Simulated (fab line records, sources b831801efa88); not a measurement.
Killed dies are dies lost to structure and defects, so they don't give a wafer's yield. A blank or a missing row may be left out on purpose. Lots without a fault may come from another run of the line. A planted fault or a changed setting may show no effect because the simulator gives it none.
A struck lot beside a sound one | flow sky130 | 17 steps out of a route of 708
Sound: wafers L251.3, L251.4, L251.6. Struck: wafers L261.2, L261.5, L261.6. The cause comes at the end.
At each step with rows: each side's tool, then ch and its chambers, then its first start. Under that, the readings that differ: sound wafers | struck wafers | difference of the means | sigmas: that difference in standard deviations of wafers without a fault.
alike: readings whose means differ by less than 2 such deviations, and words and numbers that are the same on both sides. not compared: withheld readings, readings that some wafer has no value for, bounds like >300 that may hide the same value, and numbers for which the record gives no deviation and whose values overlap.
The two part at a step that has a row with sigmas, a row that says differs or no value, or rows on one side only. Numbers that don't overlap but have no deviation are shown without sigmas and don't part them. A reading that every wafer of one side lacks parts them only if that side has two wafers or more.

first, 1 step without rows for these wafers: SKY_LDD_N_IMPLANT_15.
SKY_LDD_N_STRIP_16: strips in O2/N2.
  sound on plasma_asher-03 ch 0,1, day 20 11:23; struck on plasma_asher-03 ch 0,1, day 24 02:52
  alike: drypump_motor_current_A, oes_product_au, strip_time_to_endpoint_s
  not compared: rf_hours_counter_h
SKY_LDD_N_TW_MEAS_17:
  sound on film_metro-02, day 20 11:28; struck on film_metro-04, day 24 02:59
  reading  | sound          | struck         | difference | sigmas
  LDD_N_TW | 2555 2552 2553 | 2641 2633 2637 | +84        | +2
then, 7 steps without rows for these wafers: SKY_LDD_P_DEHYDRATE_00 (time 60 s); SKY_LDD_P_HMDS_01 (prime time 60 s); SKY_LDD_P_COAT_02 (resist thk 1140 nm); SKY_LDD_P_SOFTBAKE_03 (time 60 s); SKY_LDD_P_EXPOSE_04 (exposes mask PSDM, target cd 380 nm); SKY_LDD_P_PEB_05; SKY_LDD_P_DEVELOP_06 (develop time 60 s).
SKY_LDD_P_CD_MEAS_07: target cd 380 nm.
  sound on cd_sem-01, day 21 17:58; struck on cd_sem-02, day 25 07:20
  reading    | sound             | struck            | difference | sigmas
  cd_nm (nm) | 384.2 386.2 383.8 | 378.1 375.4 378.9 | -7.3       | -3
SKY_LDD_P_OVL_MEAS_08:
  sound on overlay-02, day 21 18:03; struck on overlay-02, day 25 07:26
  alike: LDD_P_OVL
SKY_LDD_P_IMPLANT_09:
  sound on implanter-04 ch 0, day 21 18:07; struck on implanter-04 ch 0, day 25 07:30
  reading            | sound                           | struck                           | difference  | sigmas
  dose_ions_cm2      | 1.0014e+13 1.0005e+13 9.995e+12 | 1.5346e+13 1.5335e+13 1.5347e+13 | +5.3380e+12 | +99 or more
  faraday_current_uA | 56.7 56.3 57.6                  | 83.0 85.8 88.0                   | +28.7       | +26
SKY_LDD_P_STRIP_10: strips in O2/N2.
  sound on plasma_asher-01 ch 0,1, day 21 18:15; struck on plasma_asher-01 ch 0,1, day 25 07:37
  alike: drypump_motor_current_A, oes_product_au, strip_time_to_endpoint_s
  not compared: rf_hours_counter_h
SKY_LDD_P_TW_MEAS_11:
  sound on film_metro-04, day 21 18:20; struck on film_metro-04, day 25 07:44
  reading  | sound       | struck      | difference | sigmas
  LDD_P_TW | 645 650 649 | 745 744 742 | +96        | +8
then, 1 step without rows for these wafers: SKY_LDD_HVN_DEHYDRATE_00 (time 60 s).
-- the record jumps here: 24 days lie between the struck wafers' starts before and after (it left off in module LDD_HVN and takes up again in module PAD_OPEN, whose first step shown is number 708 of the route) --
SKY_PAD_OPEN_PROBE_99:
  sound on prober-02, day 47 14:49; struck on prober-02, day 49 18:03
  reading                                 | sound             | struck              | difference | sigmas
  model.etest.tip_p.rs_ohm_sq             | 6939 6944 6901    | 4873 4813 4825      | -2091      |
  model.etest.pfet_01v8.r_on_ohm_um       | 2939 2873 2886    | 2715 2711 2783      | -163       |
  model.etest.pfet_01v8.drive_ua_um       | 187.2 194.6 193   | 212.8 209.8 203.6   | +17.1      |
  model.etest.sram_pfet_latch.drive_ua_um | 140.9 143.6 140.3 | 158.9 152.8 151.6   | +12.8      |
  model.etest.pfet_01v8_hvt.drive_ua_um   | 141 144.7 144.9   | 157.3 158.3 152.7   | +12.6      |
  model.etest.pfet_01v8_mvt.drive_ua_um   | 150 152.4 151.5   | 156.7 159.3 155.9   | +6.0       |
  model.etest.pfet_01v8_lvt.drive_ua_um   | 172.3 176.3 174   | 179.4 181 179.3     | +5.7       |
  model.etest.pfet_01v8.off_log10_a_um    | -10.18 -9.81 -9.8 | -8.645 -8.872 -9.22 | +1.018     |
  alike: killed_at_M0_to_M3, killed_at_M4_up, killed_at_contacts, killed_at_front_end, killed_at_other, killed_dies, killed_open, killed_short

WHERE THEY PART
First at SKY_LDD_N_TW_MEAS_17; last, within this record, at SKY_LDD_P_TW_MEAS_11. Later steps at which nothing parts them and some readings are alike: SKY_PAD_OPEN_PROBE_99.

WHY: what the simulator had put in
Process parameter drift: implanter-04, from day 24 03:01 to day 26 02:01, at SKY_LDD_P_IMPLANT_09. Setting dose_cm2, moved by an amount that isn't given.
